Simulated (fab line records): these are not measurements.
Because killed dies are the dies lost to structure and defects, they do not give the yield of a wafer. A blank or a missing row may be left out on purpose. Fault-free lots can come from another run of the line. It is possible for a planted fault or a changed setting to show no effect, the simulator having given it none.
Matching of chambers || flow gf180mcu || GF_PASSIVATION_CVD_00 on pecvd-04: 3 sister chambers
The step deposits SiO2 from TEOS, target thk 1000 nm, time 111.95 s. 3 wafers are shown with their chamber, then 8 later ones without.

## EACH WAFER AND ITS CHAMBER
{"wafer": "L781.1", "chamber": 1, "heater-power-w (W)": 719}
{"wafer": "L781.6", "chamber": 0, "heater-power-w (W)": 658}
{"wafer": "L782.1", "chamber": 2, "heater-power-w (W)": 784}

## WAFERS MISSING THEIR CHAMBER
{"wafer": "L782.3", "heater-power-w (W)": 614}
{"wafer": "L782.5", "heater-power-w (W)": 656}
{"wafer": "L787.2", "heater-power-w (W)": 707}
{"wafer": "L787.3", "heater-power-w (W)": 651}
{"wafer": "L787.5", "heater-power-w (W)": 648}
{"wafer": "L789.1", "heater-power-w (W)": 570}
{"wafer": "L789.4", "heater-power-w (W)": 570}
{"wafer": "L789.6", "heater-power-w (W)": 636}

## CHAMBER TAKEN BY EACH
{"wafer": "L782.3", "from the rows above": "can't be placed: 0 or 1", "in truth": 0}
{"wafer": "L782.5", "from the rows above": "can't be placed: 0 or 1", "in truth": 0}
{"wafer": "L787.2", "from the rows above": "can't be placed: 1 or 0 or 2", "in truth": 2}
{"wafer": "L787.3", "from the rows above": "can't be placed: 0 or 1", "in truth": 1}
{"wafer": "L787.5", "from the rows above": "can't be placed: 0 or 1", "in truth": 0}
{"wafer": "L789.1", "from the rows above": "can't be placed: 0 or 1", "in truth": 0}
{"wafer": "L789.4", "from the rows above": "can't be placed: 0 or 1", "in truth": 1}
{"wafer": "L789.6", "from the rows above": "can't be placed: 0 or 1", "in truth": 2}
Correctly placed: 0 of 8. Can't be placed from these rows: 8 (the true chamber is among the candidates in 7). Number placed wrongly: 0.
How it was worked out, from the rows above alone: a wafer's distance from a chamber is the root of the sum, over the readings, of the square of ((its reading less the chamber's mean) divided by the reading's scatter). If the next closest chamber is less than 2 further off than the closest, the wafer can't be placed; otherwise it belongs to the closest. The mean given for a chamber averages the wafers shown for that chamber. The scatter: with one shown wafer a chamber, the root of the mean of the squares of how far each hidden wafer lies from its nearest shown one.
